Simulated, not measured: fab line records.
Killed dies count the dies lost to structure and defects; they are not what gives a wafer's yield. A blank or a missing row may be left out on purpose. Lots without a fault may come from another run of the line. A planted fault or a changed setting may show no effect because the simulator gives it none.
Which of the tools did it? -- flow sky130 -- 11 lots with 32 wafers sampled at 2 steps, on a route of 708 steps

WHAT THE GAUGES READ, wafer by wafer
SKY_VT_ADJUST_HVTP_OVL_MEAS_08. Usual: VT_ADJUST_HVTP_OVL -0.7 nm, standard deviation 1.3.
lot,measured,on,VT_ADJUST_HVTP_OVL (nm),flag
L504,day 6 02:28,overlay-02,-0.8 -2.9 -0.8,
L506,day 6 18:25,overlay-02,-0.9 0.0 -1.2,
L507,day 6 23:55,overlay-02,2.8 3.1 3.7,
L508,day 7 05:10,overlay-01,-0.4 0.1 -1.4,
L509,day 7 10:18,overlay-01,-1.3 -0.6 -0.4,
L511,day 7 22:49,overlay-01,1.2 -1.0 0.7,
L513,day 8 07:22,overlay-01,-2.9 -0.6 0.5,
L514,day 8 15:34,overlay-01,1.4 0.0 1.2,
L515,day 8 21:28,overlay-01,-1.2 -1.0 0.2,
L522,day 10 21:25,overlay-01,-2.0 -2.7,
L526,day 12 00:00,overlay-01,-1.2 -0.9 1.0,

SKY_VT_ADJUST_LVTN_OVL_MEAS_18. Usual: VT_ADJUST_LVTN_01_OVL -0.3 nm, standard deviation 1.3.
lot,measured,on,VT_ADJUST_LVTN_01_OVL (nm),flag
L504,day 7 17:53,overlay-01,0.1 -0.4 -0.2,
L506,day 8 10:33,overlay-01,-0.3 1.6 0.1,
L507,day 8 16:35,overlay-02,-0.6 0.2 0.1,
L508,day 8 21:44,overlay-01,1.1 0.3 1.4,
L509,day 9 03:34,overlay-01,0.3 2.1 1.3,
L511,day 9 16:35,overlay-02,0.3 0.4 -1.1,
L513,day 10 02:38,overlay-02,0.5 -0.3 1.1,
L514,day 10 10:02,overlay-02,-1.1 -2.6 -0.8,
L515,day 10 18:02,overlay-02,-1.4 -2.0 -0.6,
L522,day 12 19:47,overlay-02,-1.0 -0.9,
L526,day 13 22:05,overlay-02,0.3 1.1 0.2,

WHICH TOOL RAN EACH LOT (tool, then ch and the chambers of the sampled wafers, then the start)
There is no process step in the record ahead of these readings.

WHAT THE TOOLS THEMSELVES READ (means of the sampled wafers that have a number; where no wafer has one, the mark that the record gives instead)
The record holds no such reading with a usual standard deviation.

THE ANSWER, worked out from the rows above alone
Rule: lot off if the mean of its wafers having a number is beyond 3 standard deviations from the usual mean. A lot without any number at a reading at which 4 lots or more have one is off too. The other lots that the step has rows for count as sound. Order of review: gauges by route order, followed by the tools' own readings, for which a lot's mean as printed above is used. At the first step where some lot is off, the reading lying furthest off is the one used; lots without a number count as furthest.
Across all readings shown, no lot is off: no conclusion can be drawn from this.

WHAT HAD BEEN PUT IN BY THE SIMULATOR
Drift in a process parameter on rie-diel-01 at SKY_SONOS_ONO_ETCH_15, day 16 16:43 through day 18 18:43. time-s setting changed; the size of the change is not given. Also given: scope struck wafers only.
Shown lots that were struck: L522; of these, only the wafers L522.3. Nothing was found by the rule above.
